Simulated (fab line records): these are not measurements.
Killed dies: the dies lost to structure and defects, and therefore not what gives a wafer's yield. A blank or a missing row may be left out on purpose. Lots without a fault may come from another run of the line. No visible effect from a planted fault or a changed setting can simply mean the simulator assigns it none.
Chamber matching ; flow sky130 ; 4 sister chambers for SKY_POLY_GATE_ETCH_15 on rieDiel-02
The step etches BARC in N2/H2, stops on SiO2, time 118.5 s, target depth 110 nm. 4 wafers are shown with their chamber, then 7 later ones without.

## WAFERS WITH THEIR CHAMBER
wafer;chamber;drypumpMotorCurrentA (A)
L498.3;3;5.8
L498.5;2;5.7
L501.2;1;5.7
L501.3;0;5.1

## WAFERS WITHOUT THEIR CHAMBER
wafer;drypumpMotorCurrentA (A)
L501.6;5.7
L503.2;5.7
L503.4;5.1
L503.6;5.6
L506.2;5.7
L506.5;5.7
L506.6;5.7

## THE CHAMBER EACH PASSED THROUGH
wafer;from the rows above;in truth
L501.6;can't be placed: 1 or 2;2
L503.2;can't be placed: 1 or 2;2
L503.4;0;0
L503.6;can't be placed: 1 or 2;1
L506.2;can't be placed: 1 or 2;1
L506.5;can't be placed: 1 or 2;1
L506.6;can't be placed: 1 or 2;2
1 of 7 placed correctly. Cannot be placed on the basis of these rows: 6; the candidates contain the true chamber in 6. Wrongly placed: 0.
How it was worked out, from the rows above alone: a wafer's distance from a chamber is the root of the sum, over the readings, of the square of ((its reading less the chamber's mean) divided by the reading's scatter). If the next closest chamber is less than 2 further off than the closest, the wafer can't be placed; otherwise it belongs to the closest. A chamber's mean is the mean of its shown wafers. The scatter: with one shown wafer a chamber, the root of the mean of the squares of how far each hidden wafer lies from its nearest shown one.
